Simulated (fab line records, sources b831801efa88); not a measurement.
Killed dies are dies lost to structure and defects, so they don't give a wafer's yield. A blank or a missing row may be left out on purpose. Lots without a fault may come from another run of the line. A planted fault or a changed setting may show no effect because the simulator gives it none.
One fault seen from 2 desks | flow sky130 | each desk has only its own numbers; what lay behind them comes last

THE TOOL OWNER'S DESK: rie_si-01
The tool's own readings at SKY_POLY_GATE_ETCH_17 (etches poly-Si in HBr/Cl2, stops on SiO2, target depth 180 nm, time 70.5 s): means of the sampled wafers that have a number, for each lot that ran on this tool. A lot is out of limits, marked OUT, if its mean lies more than 4 standard deviations from the usual mean; the brackets give that distance.
Columns: A = drypump_motor_current_A at SKY_POLY_GATE_ETCH_17, usual 5.9 A; B = oes_product_au at SKY_POLY_GATE_ETCH_17, usual 0.989 a.u.; C = run_length_s at SKY_POLY_GATE_ETCH_17, usual 98.8 s; D = throttle_valve_pct at SKY_POLY_GATE_ETCH_17, usual 33.685 %
lot  | first seen here | A   | B                | C                | D
L234 | day 18 21:25    | 6.1 | 0.956 (-4.0) OUT | 102.3 (+6.6) OUT | 33.692
L236 | day 19 15:52    | 6.2 | 0.936 (-6.5) OUT | 106.0 (+14) OUT  | 33.680
L238 | day 20 11:16    | 6.3 | 0.967            | 102.3 (+6.6) OUT | 33.671
L244 | day 22 17:46    | 6.1 | 0.993            | 98.5             | 33.691
L246 | day 23 06:01    | 5.8 | 0.996            | 98.7             | 33.680
L248 | day 24 00:16    | 6.2 | 0.988            | 98.7             | 33.689
L250 | day 24 18:46    | 5.8 | 0.988            | 99.1             | 33.669
This desk's finding: out of limits on L234, L236, L238; first on L234, day 18 21:25 (oes_product_au at SKY_POLY_GATE_ETCH_17). In limits: L244, L246, L248, L250.

THE METROLOGY DESK
What the gauges read, lot by lot, whatever tool the lot ran on: means of the sampled wafers that have a number. A lot is out of limits, marked OUT, if its mean lies more than 4 standard deviations from the usual mean; the brackets give that distance.
Columns: A = LDD_N_OVL at SKY_LDD_N_OVL_MEAS_07, usual -0.8 nm
lot  | first seen here | A
L229 | day 18 13:02    | -0.6
L234 | day 20 06:05    | 0.3
L236 | day 21 00:52    | -2.2
L238 | day 21 20:20    | -2.4
L241 | day 23 03:35    | 1.4
L243 | day 23 13:17    | -0.7
L244 | day 24 01:11    | -0.4
L246 | day 24 13:52    | -3.1
L247 | day 24 17:07    | 0.0
L248 | day 25 07:16    | -0.5
L249 | day 25 15:02    | -2.6
L250 | day 26 02:40    | -1.3
This desk's finding: nothing out of limits on any of the 12 lots.

PUT TOGETHER
The tool owner's desk could have raised an alarm at day 18 21:25, on L234, L236, L238.
The metrology desk saw nothing out of limits.
The metrology desk has L234, L236, L238 on record, within its limits.
Of the lots named, all ran SKY_POLY_GATE_ETCH_17 on rie_si-01.

WHAT THE SIMULATOR HAD PUT IN
Process parameter drift: rie_si-01, from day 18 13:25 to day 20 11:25, at SKY_POLY_GATE_ETCH_17. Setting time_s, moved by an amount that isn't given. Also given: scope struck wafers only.
Lots struck among those shown: L234, L236, L238.
Hours from the fault's start to each desk's first reading out of limits: the tool owner's desk, 8.
